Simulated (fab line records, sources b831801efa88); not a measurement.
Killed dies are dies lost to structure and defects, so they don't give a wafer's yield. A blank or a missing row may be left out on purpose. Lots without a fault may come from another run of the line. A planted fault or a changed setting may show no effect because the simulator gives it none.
Chamber matching | flow gf180mcu | GF_CONTACT_CMP_27 on cmp-02: 4 sister chambers
The step polishes, stops on SiO2, t overpolish 15 s, target thk 0 nm. 8 wafers are shown with their chamber, then 7 later ones without.

WAFERS WITH THEIR CHAMBER
wafer  | chamber | time_to_endpoint_s (s) | motor_current_A (A)
L477.5 | 1       | 80                     | 10.9
L478.1 | 3       | 73                     | 11.3
L478.2 | 1       | 76                     | 10.6
L478.4 | 2       | 80                     | 11.2
L480.2 | 2       | 80                     | 11.9
L480.6 | 0       | 79                     | 11.1
L481.2 | 3       | 70                     | 11.9
L481.4 | 0       | 77                     | 11.5

WAFERS WITHOUT THEIR CHAMBER
wafer  | time_to_endpoint_s (s) | motor_current_A (A)
L481.5 | 76                     | 10.2
L482.3 | 73                     | 10.7
L482.4 | 75                     | 10.6
L482.6 | 72                     | 10.9
L483.1 | 71                     | 10.7
L483.2 | 76                     | 11.6
L483.6 | 74                     | 11.1

WHICH CHAMBER EACH WENT THROUGH
wafer  | from the rows above               | in truth
L481.5 | can't be placed: 1 or 0           | 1
L482.3 | can't be placed: 3 or 1 or 0 or 2 | 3
L482.4 | can't be placed: 1 or 0 or 3      | 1
L482.6 | can't be placed: 3 or 1 or 0      | 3
L483.1 | can't be placed: 3 or 1 or 0      | 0
L483.2 | can't be placed: 0 or 2 or 3 or 1 | 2
L483.6 | can't be placed: 3 or 0 or 1 or 2 | 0
Placed correctly: 0 of 7. Can't be placed from these rows: 7 (the true chamber is among the candidates in 7). Placed wrongly: 0.
How it was worked out, from the rows above alone: a wafer's distance from a chamber is the root of the sum, over the readings, of the square of ((its reading less the chamber's mean) divided by the reading's scatter). The wafer belongs to the nearest chamber; if the next one is less than 2 further off, it can't be placed. A chamber's mean is the mean of its shown wafers. The scatter: the root of (the sum of the squares of (reading less its chamber's mean) over the shown wafers, divided by (wafers less chambers)).
